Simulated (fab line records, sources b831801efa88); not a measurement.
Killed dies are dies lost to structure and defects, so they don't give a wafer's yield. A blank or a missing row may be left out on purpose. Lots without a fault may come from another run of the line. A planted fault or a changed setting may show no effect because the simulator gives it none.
fab line records | flow sky130
record lots=7 wafers=21 last_day=49
route steps=708 shown LI_CONTACT@374 LOCAL_INTERCONNECT@387 PAD_OPEN@708
lots that met no fault: from a run of the same line without faults
start_h: hours from the record's first day to the start of the lot's first wafer shown | wait_h: hours since the lot's step before | " the same as in the row above | L1.1+2: a row that stands for several wafers | - no value, or no start given | * or withheld: withheld | < > ~ a bound
route shown NAME@n: a module of which the file shows steps, and the number in the route of the first | usual: mean/standard deviation of fault-free wafers | same: alike in all rows | chamber/n: place in a boat | sites: the reading at each site | _std_site: their standard deviation | _edge_site: outer sites' mean less inner sites' | radius_mm: how far each site lies from the wafer's centre | mask NAME#n: copy n | behind: the tool/chamber that last shaped the wafer | hold: why the lot was held/for how many hours/how that ended | device: the transistor (n, p or np) that didn't switch | end of line: the same wafers' tests at the end of the route | a step without rows: its recipe alone | killed: dies lost to structure and defects at the first sort, not the wafer's yield | map: a wafer's dies, x killed, . not, _ none there
set.NAME: the setting as run; set.NAME@STEP: as run at that earlier step | model.NAME: the simulator's own value behind a step, which no gauge read
lots at some steps of the route; a table a step, a row a wafer
services: from which hour (start_h, from the record's first day; less than 0 if before it) a tool's chamber was out of use, for how many hours, and why
## steps
# step SKY_LI_CONTACT_CD_MEAS_12
# recipe target_cd_nm=170
# usual cd_nm=170.1/1.3
# columns lot.wafer tool chamber start_h wait_h cd_nm
L472.1 cd_sem-02 - 669.72 - 170.2
L472.2 " - " " 169.7
L472.6 " - " " 170.4
L473.1 cd_sem-02 - 683.28 - 168.2
L473.2 " - " " 167.5
L473.4 " - " " 168.7
L474.1 cd_sem-02 - 690.82 - 170.4
L474.2 " - " " 170.0
L474.5 " - " " 171.1
L476.2 cd_sem-02 - 706.45 - 170.6
L476.3 " - " " 171.6
L476.4 " - " " 170.2
L484.1 cd_sem-02 - 781.77 - 169.7
L484.2 " - " " 170.7
L484.3 " - " " 169.3
L487.3 cd_sem-02 - 806.71 - 169.9
L487.5 " - " " 169.1
L487.6 " - " " 169.9
L493.1 cd_sem-01 - 844.98 - 170.2
L493.3 " - " " 171.2
L493.5 " - " " 171.1
# step SKY_LI_CONTACT_OVL_MEAS_13
# usual LI_CONTACT_OVL=4/7
# columns lot.wafer tool chamber start_h wait_h LI_CONTACT_OVL[nm]
L472.1 overlay-02 - 669.84 0.1 -8
L472.2 " - " " 9
L472.6 " - " " 7
L473.1 overlay-02 - 683.40 0.1 2
L473.2 " - " " 6
L473.4 " - " " 7
L474.1 overlay-01 - 690.94 0.1 10
L474.2 " - " " 13
L474.5 " - " " 18
L476.2 overlay-01 - 706.56 0.1 5
L476.3 " - " " 6
L476.4 " - " " 1
L484.1 overlay-01 - 781.89 0.1 10
L484.2 " - " " 6
L484.3 " - " " 12
L487.3 overlay-02 - 806.83 0.1 13
L487.5 " - " " 7
L487.6 " - " " 5
L493.1 overlay-02 - 845.10 0.1 0
L493.3 " - " " -4
L493.5 " - " " -4
# step SKY_LI_CONTACT_ETCH_14
# recipe chemistry=N2/H2 target=BARC ion_energy_ev=200 source_w=500 bias_w=100 pressure_mtorr=30 n2_flow_sccm=100 h2_flow_sccm=200 stop_on=SiO2 time_s=45.9 target_depth_a=600
# usual drypump_motor_current_A=5.9/0.5 oes_product_au=0.855/0.0048 throttle_valve_pct=13.225/0.0097
# columns lot.wafer tool chamber start_h wait_h drypump_motor_current_A oes_product_au rf_hours_counter_h throttle_valve_pct
L472.1 rie_diel-03 1 669.88 0.0 6.7 0.846 5 13.237
L472.2 " 0 " " 6.8 0.856 1 13.220
L472.6 " 0 " " 6.8 0.852 - 13.214
L473.1 rie_diel-03 1 683.44 0.0 6.7 0.861 6 13.224
L473.2 " 2 " " 5.2 0.855 14 13.226
L473.4 " 2 " " 5.2 0.862 - 13.219
L474.1 rie_diel-02 2 690.98 0.0 5.3 0.857 9 13.238
L474.2 " 0 " " 5.7 0.859 13 13.221
L474.5 " 1 " " 5.8 0.851 - 13.228
L476.2 rie_diel-03 2 706.59 0.0 5.2 0.849 15 13.236
L476.3 " 0 " " 6.8 0.851 2 13.216
L476.4 " 1 " " 6.7 0.851 6 13.245
L484.1 rie_diel-03 0 781.93 0.0 6.8 0.858 4 13.223
L484.2 " 2 " " 5.2 0.847 16 13.219
L484.3 " 3 " " 5.7 0.852 3 13.224
L487.3 rie_diel-02 3 806.85 0.0 6.0 0.853 19 13.241
L487.5 " 1 " " 5.9 0.857 - 13.221
L487.6 " 2 " " 5.3 0.856 - 13.209
L493.1 rie_diel-01 3 845.14 0.0 6.0 0.861 17 13.235
L493.3 " 1 " " 5.2 0.853 8 13.229
L493.5 " 0 " " 5.8 0.861 - 13.241
# step SKY_LI_CONTACT_ETCH_15
# recipe target=PSG chemistry=C4F8/O2/Ar stop_on=Si taper_deg=4.15 mask_material=KrF-thick source_w=1500 bias_w=1200 pressure_mtorr=40 c4f8_flow_sccm=withheld O2_flow_sccm=6 Ar_flow_sccm=300 time_s=withheld target_depth_a=6000
# usual oes_product_au=0.838/0.0051
# columns lot.wafer tool chamber start_h wait_h oes_product_au
L472.1 rie_diel-03 1 669.92 0.0 0.839
L472.2 " 0 " " 0.839
L472.6 " 0 " " 0.833
L473.1 rie_diel-03 1 683.48 0.0 0.839
L473.2 " 2 " " 0.837
L473.4 " 2 " " 0.842
L474.1 rie_diel-02 2 691.02 0.0 0.840
L474.2 " 0 " " 0.837
L474.5 " 1 " " 0.842
L476.2 rie_diel-03 2 706.63 0.0 0.837
L476.3 " 0 " " 0.837
L476.4 " 1 " " 0.833
L484.1 rie_diel-03 0 781.97 0.0 0.835
L484.2 " 2 " " 0.835
L484.3 " 3 " " 0.839
L487.3 rie_diel-02 3 806.89 0.0 0.823
L487.5 " 1 " " 0.835
L487.6 " 2 " " 0.839
L493.1 rie_diel-01 3 845.18 0.0 0.834
L493.3 " 1 " " 0.830
L493.5 " 0 " " 0.827
# step SKY_LI_CONTACT_STRIP_16
# recipe chemistry=O2/N2 power_w=1400 pressure_mtorr=1500 platen_temp_c=withheld o2_flow_sccm=3000 n2_flow_sccm=300 overash_fraction=0.5
# usual drypump_motor_current_A=5.8/0.34 oes_product_au=0.375/0.0049 strip_time_to_endpoint_s=3.48/0.031
# columns lot.wafer tool chamber start_h wait_h drypump_motor_current_A oes_product_au rf_hours_counter_h strip_time_to_endpoint_s
L472.1 plasma_asher-04 0 670.01 - 6.1 0.376 96 3.43
L472.2 " 1 " " 5.4 0.371 96 3.47
L472.6 " 0 " " 6.1 0.385 - 3.48
L473.1 plasma_asher-02 1 683.57 - 6.0 0.375 26 3.53
L473.2 " 0 " " 5.2 0.374 26 3.54
L473.4 " 1 " " 6.0 0.377 - 3.56
L474.1 plasma_asher-01 0 691.11 - 6.0 0.377 87 3.48
L474.2 " 1 " " 5.7 0.371 87 3.45
L474.5 " 0 " " 6.0 0.368 - 3.47
L476.2 plasma_asher-04 0 706.72 - 6.1 0.370 101 3.49
L476.3 " 0 " " 6.1 0.370 - 3.47
L476.4 " 1 " " 5.5 0.377 - 3.46
L484.1 plasma_asher-04 1 782.06 - 5.4 0.372 4 3.48
L484.2 " 0 " " 6.1 0.377 4 3.48
L484.3 " 1 " " 5.4 0.387 - 3.50
L487.3 plasma_asher-04 1 807.01 - 5.4 0.377 - 3.52
L487.5 " 0 " " 6.1 0.371 - 3.51
L487.6 " 1 " " 5.4 0.375 - 3.55
L493.1 plasma_asher-02 0 845.27 - 5.2 0.376 41 3.50
L493.3 " 0 " " 5.2 0.375 - 3.48
L493.5 " 1 " " 6.0 0.367 - 3.48
# step SKY_LI_CONTACT_CLEAN_17
# recipe chemistry=NMP time_s=600 temp_c=60 dry=n2_spin
# step SKY_LI_CONTACT_PRE_CLEAN_18
# recipe gas=Ar time_s=5.6 bias_v=358
# step SKY_LI_CONTACT_SPUTTER_19
# recipe material=Ti target_thk_nm=20 chamber_pressure_pa=5 power_w=2500 substrate_temp_c=200 time_s=106.37
# usual throttle_valve_pct=29.9/1.1
# columns lot.wafer tool chamber start_h wait_h throttle_valve_pct
L472.1 pvd_sputter-02 - 670.30 0.0 29.6
L472.2 " - " " 29.2
L472.6 " - " " 29.5
L473.1 pvd_sputter-02 - 683.88 0.0 29.6
L473.2 " - " " 29.0
L473.4 " - " " 30.9
L474.1 pvd_sputter-04 - 691.42 0.0 30.3
L474.2 " - " " 27.6
L474.5 " - " " 31.7
L476.2 pvd_sputter-02 - 707.01 0.0 30.8
L476.3 " - " " 31.0
L476.4 " - " " 29.0
L484.1 pvd_sputter-02 - 782.35 0.0 30.7
L484.2 " - " " 29.0
L484.3 " - " " 30.9
L487.3 pvd_sputter-01 - 807.29 0.0 28.6
L487.5 " - " " 30.4
L487.6 " - " " 28.7
L493.1 pvd_sputter-01 - 845.56 0.0 28.7
L493.3 " - " " 29.6
L493.5 " - " " 29.6
# step SKY_LI_CONTACT_SPUTTER_20
# recipe material=TiN target_thk_nm=20 chamber_pressure_pa=5 power_w=4000 time_s=80
# step SKY_LI_CONTACT_CVD_21
# recipe material=W target_thk_nm=400 time_s=120.56 temp_c=400 pressure_torr=40
# usual heater_power_w=841/79
# columns lot.wafer tool chamber start_h wait_h heater_power_w
L472.1 cvd_w-01 0 670.44 0.0 792
L472.2 " 1 " " 747
L472.6 " 0 " " 791
L473.1 cvd_w-02 0 684.01 0.0 970
L473.2 " 1 " " 844
L473.4 " 1 " " 849
L474.1 cvd_w-01 1 691.55 0.0 771
L474.2 " 0 " " 773
L474.5 " 1 " " 728
L476.2 cvd_w-01 1 707.15 0.0 728
L476.3 " 1 " " 759
L476.4 " 0 " " 795
L484.1 cvd_w-02 1 782.49 0.0 870
L484.2 " 0 " " 968
L484.3 " 1 " " 870
L487.3 cvd_w-02 0 807.47 0.1 962
L487.5 " 1 " " 857
L487.6 " 0 " " 953
L493.1 cvd_w-02 0 845.70 0.0 972
L493.3 " 1 " " 888
L493.5 " 1 " " 866
# step SKY_LI_CONTACT_RS_MEAS_22
# recipe thk_meas_gauge=four-point-probe reads=W_of_LI_CONTACT_CVD_21+TiN_of_LI_CONTACT_SPUTTER_20+Ti_of_LI_CONTACT_SPUTTER_19
# usual LI_CONTACT_W_RS=0.2854/0.0028
# columns lot.wafer tool chamber start_h wait_h LI_CONTACT_W_RS[ohm/sq]
L472.1 film_metro-02 - 670.56 0.1 0.2804
L472.2 " - " " 0.2835
L472.6 " - " " 0.2840
L473.1 film_metro-02 - 684.14 0.1 0.2868
L473.2 " - " " 0.2854
L473.4 " - " " 0.2851
L474.1 film_metro-03 - 691.68 0.1 0.2802
L474.2 " - " " 0.2826
L474.5 " - " " 0.2796
L476.2 film_metro-03 - 707.29 0.1 0.2809
L476.3 " - " " 0.2826
L476.4 " - " " 0.2855
L484.1 film_metro-03 - 782.61 0.1 0.2873
L484.2 " - " " 0.2850
L484.3 " - " " 0.2860
L487.3 film_metro-01 - 807.59 0.1 0.2848
L487.5 " - " " 0.2858
L487.6 " - " " 0.2855
L493.1 film_metro-02 - 845.82 0.1 0.2888
L493.3 " - " " 0.2861
L493.5 " - " " 0.2909
# step SKY_LI_CONTACT_THK_MEAS_23
# recipe thk_meas_gauge=xrf reads=W_of_LI_CONTACT_CVD_21
# usual LI_CONTACT_W_THK=390/4.5
# columns lot.wafer tool chamber start_h wait_h LI_CONTACT_W_THK[nm]
L472.1 film_metro-02 - 670.68 0.1 396
L472.2 " - " " 396
L472.6 " - " " 391
L473.1 film_metro-02 - 684.26 0.1 389
L473.2 " - " " 391
L473.4 " - " " 393
L474.1 film_metro-03 - 691.80 0.1 394
L474.2 " - " " 393
L474.5 " - " " 394
L476.2 film_metro-03 - 707.40 0.1 398
L476.3 " - " " 393
L476.4 " - " " 395
L484.1 film_metro-03 - 782.73 0.1 386
L484.2 " - " " 391
L484.3 " - " " 386
L487.3 film_metro-01 - 807.69 0.1 386
L487.5 " - " " 390
L487.6 " - " " 392
L493.1 film_metro-02 - 845.94 0.1 383
L493.3 " - " " 386
L493.5 " - " " 379
# step SKY_LI_CONTACT_CMP_24
# recipe stop_on=PSG t_overpolish_s=20 down_force_psi=3.5 platen_rpm=60 target_thk_nm=0 pad_velocity_m_s=0.94248
# usual motor_current_A=11.2/1.1 overpolish_run_s=20.000/0.0094 slurry_filter_dp_kPa=13.50/0.14 t_overpolish_s=20/0 time_to_endpoint_s=99/3.9
# columns lot.wafer tool chamber start_h wait_h motor_current_A overpolish_run_s slurry_filter_dp_kPa t_overpolish_s time_to_endpoint_s
L472.1 cmp-01 2 670.74 0.1 10.2 20.002 13.51 20 99
L472.2 " 0 " " 12.6 20.000 13.61 20 101
L472.6 " 3 " " 11.6 19.990 13.13 20 102
L473.4 cmp-01 2 684.32 0.0 10.5 20.012 13.45 20 101
L473.1 " 3 " " 11.5 19.990 13.66 20 96
L473.2 " 1 " " 10.4 27.137 13.29 27.146 97
L474.2 cmp-01 0 691.96 0.1 12.9 19.995 13.36 20 104
L474.1 " 1 " " 11.4 27.140 13.51 27.146 99
L474.5 " 2 " " 10.6 20.001 13.47 20 104
L476.3 cmp-01 1 707.45 0.0 11.5 27.151 13.50 27.146 95
L476.4 " 2 " " 10.2 19.998 13.47 20 96
L476.2 " 0 " " 12.9 20.000 13.40 20 101
L484.3 cmp-02 2 783.17 0.4 11.5 20.002 13.25 20 97
L484.1 " 3 " " 9.5 19.988 13.46 20 102
L484.2 " 0 " " 10.0 19.991 13.37 20 99
L487.3 cmp-01 0 807.73 0.0 12.7 19.993 13.43 20 98
L487.6 " 0 " " 12.7 20.002 13.77 20 99
L487.5 " 1 " " 10.4 20.008 13.55 20 95
L493.3 cmp-02 3 846.00 0.0 8.9 19.979 13.40 20 105
L493.1 " 0 " " 10.6 19.989 13.60 20 104
L493.5 " 3 " " 9.2 19.997 13.43 20 101
# step SKY_LOCAL_INTERCONNECT_SPUTTER_00
# recipe material=TiN target_thk_nm=100 temp_c=300 power_w=6500 time_s=83.3 chamber_pressure_pa=0.4
# step SKY_PAD_OPEN_PROBE_99
# usual killed_at_M0_to_M3=44/7.2 killed_at_M4_up=3.1/1.8 killed_at_contacts=24/4.5 killed_at_front_end=16/4.4 killed_at_other=0.2/0.42 killed_dies=87/8.9 killed_open=48/6.4 killed_short=39/6.2
# same gross_dies=492 killed_at_back_side=0
# columns lot.wafer tool chamber start_h wait_h killed_at_M0_to_M3 killed_at_M4_up killed_at_contacts killed_at_front_end killed_at_other killed_dies killed_open killed_short
L472.1 prober-02 - 1064.12 0.1 50 4 29 8 0 91 50 41
L472.2 prober-02 - 1064.17 0.1 52 7 14 15 0 88 42 46
L472.6 prober-02 - 1064.37 0.2 45 3 27 18 0 93 56 37
L473.1 prober-01 - 1072.98 0.1 35 5 21 16 0 77 37 40
L473.2 prober-01 - 1073.03 0.1 57 5 28 16 0 106 58 48
L473.4 prober-01 - 1073.13 0.2 45 1 20 12 0 78 43 35
L474.1 prober-02 - 1076.07 0.1 45 5 32 14 1 97 47 50
L474.2 prober-02 - 1076.12 0.1 35 2 23 18 0 78 46 32
L474.5 prober-02 - 1076.27 0.2 57 0 26 18 0 101 61 40
L476.2 prober-02 - 1088.36 0.1 56 4 27 16 0 103 55 48
L476.3 prober-02 - 1088.41 0.2 43 3 22 14 0 82 49 33
L476.4 prober-02 - 1088.46 0.2 51 0 24 18 1 94 61 33
L484.1 prober-02 - 1144.08 0.1 40 3 14 21 0 78 38 40
L484.2 prober-02 - 1144.13 0.1 46 2 18 14 0 80 45 35
L484.3 prober-02 - 1144.18 0.2 46 3 25 11 0 85 44 41
L487.3 prober-01 - 1158.80 0.2 42 4 26 22 0 94 55 39
L487.5 prober-01 - 1158.90 0.2 51 7 26 14 0 98 56 42
L487.6 prober-01 - 1158.95 0.2 39 3 24 13 0 79 46 33
L493.1 prober-01 - 1187.67 0.1 40 1 16 19 1 77 40 37
L493.3 prober-01 - 1187.77 0.2 43 4 22 16 0 85 44 41
L493.5 prober-01 - 1187.87 0.2 37 0 29 21 1 88 49 39
# killed by level:class
L472.1 CONTACT:geometric_particle:open=13 VIA1:geometric_particle:open=11 VIA1:geometric_particle:short=8 VIA3:geometric_particle:open=7 METAL1:geometric_particle:short=6 LI_CONTACT:geometric_particle:open=4 LOCAL_INTERCONNECT:geometric_particle:short=4 CONTACT:geometric_particle:short=4
L472.2 VIA1:geometric_particle:open=12 METAL2:geometric_particle:short=10 METAL1:geometric_particle:short=7 VIA3:geometric_particle:open=7 METAL4:geometric_particle:short=6 POLY_GATE:geometric_particle:open=5 VIA2:geometric_particle:short=4 METAL3:geometric_particle:short=4
L472.6 CONTACT:geometric_particle:open=12 VIA1:geometric_particle:open=10 VIA2:geometric_particle:open=8 LI_CONTACT:geometric_particle:open=7 VIA1:geometric_particle:short=7 FIELD_ISO:geometric_particle:open=6 VIA3:geometric_particle:open=5 POLY_GATE:geometric_particle:open=4
L473.1 VIA1:geometric_particle:open=7 LI_CONTACT:geometric_particle:open=6 VIA1:geometric_particle:short=5 CONTACT:geometric_particle:open=5 METAL2:geometric_particle:short=5 FIELD_ISO:geometric_particle:open=4 POLY_GATE:geometric_particle:short=4 LI_CONTACT:geometric_particle:short=4
L473.2 VIA1:geometric_particle:open=15 VIA1:geometric_particle:short=11 CONTACT:geometric_particle:open=10 LI_CONTACT:geometric_particle:open=7 POLY_GATE:geometric_particle:short=6 LI_CONTACT:geometric_particle:short=5 VIA3:geometric_particle:open=5 POLY_GATE:geometric_particle:open=4
L473.4 VIA1:geometric_particle:open=10 CONTACT:geometric_particle:open=9 METAL2:geometric_particle:short=7 METAL3:geometric_particle:short=5 LI_CONTACT:geometric_particle:open=4 METAL1:geometric_particle:short=4 VIA2:geometric_particle:open=4 POLY_GATE:geometric_particle:open=3
L474.1 CONTACT:geometric_particle:open=12 VIA3:geometric_particle:open=9 VIA1:geometric_particle:open=9 METAL2:geometric_particle:short=7 VIA1:geometric_particle:short=7 LI_CONTACT:geometric_particle:open=6 CONTACT:geometric_particle:short=6 POLY_GATE:geometric_particle:short=5
L474.2 VIA1:geometric_particle:open=9 LI_CONTACT:geometric_particle:open=8 VIA2:geometric_particle:open=7 CONTACT:geometric_particle:open=6 METAL1:geometric_particle:short=5 LOCAL_INTERCONNECT:geometric_particle:short=5 FIELD_ISO:geometric_particle:open=4 FIELD_ISO:geometric_particle:short=3
L474.5 VIA1:geometric_particle:open=18 VIA3:geometric_particle:open=8 CONTACT:geometric_particle:open=8 LI_CONTACT:geometric_particle:open=7 VIA1:geometric_particle:short=6 POLY_GATE:geometric_particle:open=6 VIA2:geometric_particle:short=6 FIELD_ISO:geometric_particle:open=5
L476.2 VIA1:geometric_particle:open=12 CONTACT:geometric_particle:open=9 VIA2:geometric_particle:open=8 METAL1:geometric_particle:short=7 VIA1:geometric_particle:short=7 VIA3:geometric_particle:open=7 LI_CONTACT:geometric_particle:open=6 LOCAL_INTERCONNECT:geometric_particle:short=5
L476.3 VIA1:geometric_particle:open=9 VIA1:geometric_particle:short=7 CONTACT:geometric_particle:short=7 CONTACT:geometric_particle:open=7 VIA3:geometric_particle:open=7 FIELD_ISO:geometric_particle:open=5 LI_CONTACT:geometric_particle:open=4 LOCAL_INTERCONNECT:geometric_particle:short=4
L476.4 CONTACT:geometric_particle:open=15 VIA1:geometric_particle:open=15 VIA3:geometric_particle:open=8 FIELD_ISO:geometric_particle:open=7 FIELD_ISO:geometric_particle:short=5 METAL1:geometric_particle:short=5 LI_CONTACT:geometric_particle:open=4 VIA2:geometric_particle:short=4
L484.1 POLY_GATE:geometric_particle:short=9 VIA1:geometric_particle:open=7 VIA2:geometric_particle:open=5 VIA3:geometric_particle:open=5 POLY_GATE:geometric_particle:open=4 LOCAL_INTERCONNECT:geometric_particle:short=4 CONTACT:geometric_particle:open=4 METAL1:geometric_particle:short=4
L484.2 CONTACT:geometric_particle:open=10 VIA1:geometric_particle:open=9 VIA3:geometric_particle:open=9 VIA1:geometric_particle:short=8 POLY_GATE:geometric_particle:open=6 METAL2:geometric_particle:short=6 POLY_GATE:geometric_particle:short=4 CONTACT:geometric_particle:short=4
L484.3 VIA1:geometric_particle:open=14 CONTACT:geometric_particle:open=8 LI_CONTACT:geometric_particle:open=7 METAL2:geometric_particle:short=7 METAL1:geometric_particle:short=6 POLY_GATE:geometric_particle:short=6 VIA2:geometric_particle:open=5 LOCAL_INTERCONNECT:geometric_particle:short=4
L487.3 CONTACT:geometric_particle:open=13 VIA1:geometric_particle:open=11 POLY_GATE:geometric_particle:open=9 METAL1:geometric_particle:short=8 VIA2:geometric_particle:open=7 POLY_GATE:geometric_particle:short=7 LI_CONTACT:geometric_particle:open=7 METAL2:geometric_particle:short=6
L487.5 VIA1:geometric_particle:open=19 LI_CONTACT:geometric_particle:open=7 METAL1:geometric_particle:short=6 LI_CONTACT:geometric_particle:short=6 CONTACT:geometric_particle:short=5 VIA3:geometric_particle:open=5 CONTACT:geometric_particle:open=5 VIA2:geometric_particle:short=5
L487.6 VIA1:geometric_particle:open=11 LI_CONTACT:geometric_particle:open=10 LOCAL_INTERCONNECT:geometric_particle:short=6 METAL1:geometric_particle:short=5 VIA3:geometric_particle:open=5 CONTACT:geometric_particle:open=4 METAL2:geometric_particle:short=4 FIELD_ISO:geometric_particle:open=3
L493.1 VIA1:geometric_particle:open=9 LI_CONTACT:geometric_particle:open=8 METAL1:geometric_particle:short=7 METAL2:geometric_particle:short=5 VIA1:geometric_particle:short=5 POLY_GATE:geometric_particle:open=4 POLY_GATE:geometric_particle:short=4 CONTACT:geometric_particle:open=4
L493.3 VIA1:geometric_particle:open=10 CONTACT:geometric_particle:open=8 VIA1:geometric_particle:short=8 LI_CONTACT:geometric_particle:open=5 FIELD_ISO:geometric_particle:open=4 SPACER:geometric_particle:short=4 CONTACT:geometric_particle:short=4 METAL1:geometric_particle:short=4
L493.5 CONTACT:geometric_particle:open=9 VIA1:geometric_particle:open=9 LI_CONTACT:geometric_particle:open=7 VIA2:geometric_particle:open=7 CONTACT:geometric_particle:short=7 FIELD_ISO:geometric_particle:short=6 METAL2:geometric_particle:short=5 FIELD_ISO:geometric_particle:open=4
## services
# columns tool chamber start_h hours kind
rie_diel-03 2 660.91 3.3 repair
rie_diel-03 0 661.75 7.1 repair
plasma_asher-02 - 665.06 1.4 repair
cmp-02 - 672.91 1.6 repair
rie_diel-03 0 676.69 8.7 repair
cmp-02 - 676.86 2.7 pm
plasma_asher-02 - 678.59 1.4 repair
cvd_w-02 - 694.13 1.2 repair
cvd_w-02 - 701.72 2.8 pm
cvd_w-02 - 705.57 6.0 pm
cmp-01 - 730.13 2.4 repair
plasma_asher-04 - 733.75 9.0 pm
cmp-01 - 747.34 2.3 repair
cmp-01 - 777.99 6.8 repair
pvd_sputter-02 - 784.55 1.0 repair
cvd_w-01 - 786.25 2.8 pm
cmp-01 - 796.39 1.4 repair
cvd_w-01 1 799.80 2.7 repair
cmp-01 - 810.30 6.4 pm
rie_diel-02 1 812.11 3.7 repair
rie_diel-03 2 815.27 6.7 repair
rie_diel-03 - 819.39 2.8 pm
cvd_w-02 0 822.33 3.1 repair
cmp-01 - 841.40 1.2 repair
## key
first_sign step=SKY_LI_CONTACT_CMP_24 reading=t_overpolish_s direction=up sigmas=99+ usual=20 struck=27.146
effect step=SKY_LI_CONTACT_CMP_24 reading=overpolish_run_s direction=up sigmas=99+ usual=20.000 struck=27.143
met_at SKY_LI_CONTACT_CMP_24
struck_wafers L473.2,L474.1,L476.3
tester_left_out L473,L474,L476
fault kind=process_parameter_drift tool=cmp-01 chamber=1 onset_h=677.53 steps=SKY_LI_CONTACT_CMP_24 channel=t_overpolish_s offset=7.146 shape=step end_h=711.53 acts_in=these_recipes_only stated=20
# tester_left_out: of these lots the tester's yield and bins aren't shown, on N5 and GAA mostly nor the transistor test; their killed dies are dies lost to structure and defects alone, not to doping, threshold or leakage, so they don't give the yield
